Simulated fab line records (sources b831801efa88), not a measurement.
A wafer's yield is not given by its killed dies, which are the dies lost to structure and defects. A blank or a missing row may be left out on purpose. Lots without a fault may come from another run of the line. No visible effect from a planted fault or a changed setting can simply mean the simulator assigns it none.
A lot that was struck, set against a sound lot ; flow sky130 ; 43 out of 708 route steps
Sound: wafers L969.1, L969.4, L969.6. Struck: wafer L974.1 (left out: L974.3, L974.5 of the same lot, which were not struck); the cause appears at the end.
Each step with rows lists, per side, the tool, then ch with its chambers, then its first start. Under that, the readings that differ: sound wafers ; struck wafers ; difference of the means ; sigmas: that difference in standard deviations of wafers without a fault.
alike: readings with means less than 2 such deviations apart, plus words and numbers identical on both sides. not compared: withheld readings, readings lacking a value on some wafer, bounds such as >300 that could conceal the same value, and numbers that have no deviation in the record and whose values overlap.
The two part at a step that has a row with sigmas, a row that says differs or no value, or rows on one side only. Non-overlapping numbers with no deviation appear without sigmas and do not part them. A reading missing from all wafers of one side parts the sides only when that side holds two or more wafers.

SKY_VIA2_BOW_MEAS_03:
  sound on film metro-02 at day 36 15:01; struck on film metro-02 at day 37 16:19
  alike: VIA2_BOW
then, 8 steps without rows for these wafers: SKY_VIA2_DEHYDRATE_04 (time 60 s); SKY_VIA2_HMDS_05 (prime time 60 s); SKY_VIA2_COAT_06 (resist thk 60 nm); SKY_VIA2_COAT_07 (resist thk 450 nm); SKY_VIA2_SOFTBAKE_08 (time 90 s); SKY_VIA2_EXPOSE_09 (exposes mask VIM2, target cd 200 nm); SKY_VIA2_PEB_10; SKY_VIA2_DEVELOP_11 (develop time 60 s).
SKY_VIA2_CD_MEAS_12: the cd target is 200 nm.
  sound on cd sem-01 at day 37 16:52; struck on cd sem-01 at day 38 17:40
  alike: cd nm
SKY_VIA2_OVL_MEAS_13:
  sound on overlay-01 at day 37 16:59; struck on overlay-01 at day 38 17:47
  alike: VIA2_OVL
SKY_VIA2_ETCH_14: etches BARC in N2/H2, stops on SiO2, time 45.9 s, target depth 60 nm.
  sound on rie diel-04 ch 0,1,3, day 37 17:01; struck on rie diel-04 ch 2, day 38 17:49
  alike: drypump motor current A, oes product au, throttle valve pct
  not compared: rf hours counter h
SKY_VIA2_ETCH_15: etches SiO2 in C4F8/O2/Ar, stops on TiN, target depth 546 nm, time 84 s.
  sound on rie diel-04 ch 0,1,3, day 37 17:03; struck on rie diel-04 ch 2, day 38 17:52
  alike: oes product au
  not compared: rf hours counter h
then, 6 steps without rows for these wafers: SKY_VIA2_STRIP_16 (strips in O2/N2); SKY_VIA2_STRIP_17 (strips in post etch residue remover, time 1200 s); SKY_VIA2_CLEAN_18 (cleans in IPA, time 180 s); SKY_VIA2_CLEAN_19 (cleans in O3/DIW); SKY_VIA2_SPUTTER_20 (material TiN, target thk 20 nm, time 80 s); SKY_VIA2_CVD_21 (deposits W, target thk 420 nm, time 126.4 s).
SKY_VIA2_RS_MEAS_22: a four-point-probe measurement.
  sound on film metro-02 at day 37 17:56; struck on film metro-02 at day 38 18:47
  alike: VIA2_W_RS
SKY_VIA2_THK_MEAS_23: measures by xrf.
  sound on film metro-02 at day 37 18:04; struck on film metro-02 at day 38 18:55
  alike: VIA2_W_THK
then, 1 step without rows for these wafers: SKY_VIA2_CMP_24 (polishes, stops on SiO2, t overpolish 20 s, target thk 0 nm).
SKY_METAL3_SPUTTER_00: material Ti, target thk 15 nm, time 10 s.
  sound on pvd sputter-02 at day 37 18:25; struck on pvd sputter-02 at day 38 19:16
  alike: throttle valve pct
SKY_METAL3_SPUTTER_01: material TiN, target thk 20 nm, time 16.7 s.
  sound on pvd sputter-02 at day 37 18:26; struck on pvd sputter-02 at day 38 19:17
  alike: throttle valve pct
SKY_METAL3_SPUTTER_02: material AlCu, target thk 735 nm, time 39.1 s.
  sound on pvd sputter-02 at day 37 18:28; struck on pvd sputter-02 at day 38 19:19
  alike: throttle valve pct
then, 1 step without rows for these wafers: SKY_METAL3_SPUTTER_03 (material Ti, target thk 5 nm, time 3.3 s).
SKY_METAL3_SPUTTER_04: material TiN, target thk 70 nm, time 58.3 s.
  sound on pvd sputter-02 at day 37 18:32; struck on pvd sputter-02 at day 38 19:22
  alike: throttle valve pct
then, 1 step without rows for these wafers: SKY_CAPM_CVD_00 (deposits SiO2, target thk 15.5 nm).
SKY_CAPM_THK_MEAS_01:
  sound on film metro-02 at day 37 18:36; struck on film metro-02 at day 38 19:26
  alike: CAPM_CVD_00_THK
then, 1 step without rows for these wafers: SKY_CAPM_SPUTTER_02 (material TiN, target thk 200 nm, time 166.7 s).
SKY_CAPM_RS_MEAS_03: a four-point-probe measurement.
  sound on film metro-01 at day 37 18:46; struck on film metro-03 at day 38 19:37
  alike: CAPM_TIN_RS
SKY_CAPM_THK_MEAS_04: measures by xrf.
  sound on film metro-01 at day 37 18:53; struck on film metro-03 at day 38 19:44
  alike: CAPM_TIN_THK
then, 7 steps without rows for these wafers: SKY_CAPM_DEHYDRATE_05 (time 60 s); SKY_CAPM_HMDS_06 (prime time 60 s); SKY_CAPM_COAT_07 (resist thk 1140 nm); SKY_CAPM_SOFTBAKE_08 (time 60 s); SKY_CAPM_EXPOSE_09 (exposes mask CAPM, target cd 1000 nm); SKY_CAPM_PEB_10; SKY_CAPM_DEVELOP_11 (develop time 60 s).
SKY_CAPM_OVL_MEAS_12:
  sound on overlay-02 at day 38 19:52; struck on overlay-01 at day 39 20:46
reading;sound;struck;difference;sigmas
CAPM_OVL (nm);1.1 0.8 2.8;-2.6;-4.2;-3
then, 2 steps without rows for these wafers: SKY_CAPM_METAL_ETCH_13 (etches TiN in Cl2/BCl3, stops on SiO2, target depth 220 nm, time 62.9 s); SKY_CAPM_STRIP_14 (strips in O2/N2).
-- the record jumps here: 8 days lie between the struck wafers' starts before and after (it left off in module CAPM and takes up again in module PAD_OPEN, whose first step shown is number 708 of the route) --
SKY_PAD_OPEN_PROBE_99:
  sound on prober-01 at day 47 02:15; struck on prober-01 at day 47 22:43
reading;sound;struck;difference;sigmas
killed_at_M0_to_M3;57 38 40;81;+36;+5
killed at front end;23 26 19;12;-11;-2
killed open;53 41 44;31;-15;-2
killed short;48 51 44;33;-15;-2
sort_bin_5_function (%);11.2 10.6 7.7;14.2;+4.4;+3
model.etest.tester.sort n pass;391 400 404;380;-18;
model.etest.tester.sort yield pct (%);79.47 81.3 82.11;77.24;-3.72;
model.etest.tester.sort_bin_5_pct (%);11.18 10.57 7.724;14.23;+4.41;
  alike: defect limited yield, killed_at_M4_up, killed at contacts, killed at other, killed dies, sort_bin_3_pad_short, sort_bin_6_memory, sort n pass, sort yield pct
  not compared: model.etest.tester.sort_bin_3_pct

## WHERE THEY PART
At SKY_CAPM_OVL_MEAS_12 first; at SKY_PAD_OPEN_PROBE_99 last (within this record only).

WHY: what the simulator had put in
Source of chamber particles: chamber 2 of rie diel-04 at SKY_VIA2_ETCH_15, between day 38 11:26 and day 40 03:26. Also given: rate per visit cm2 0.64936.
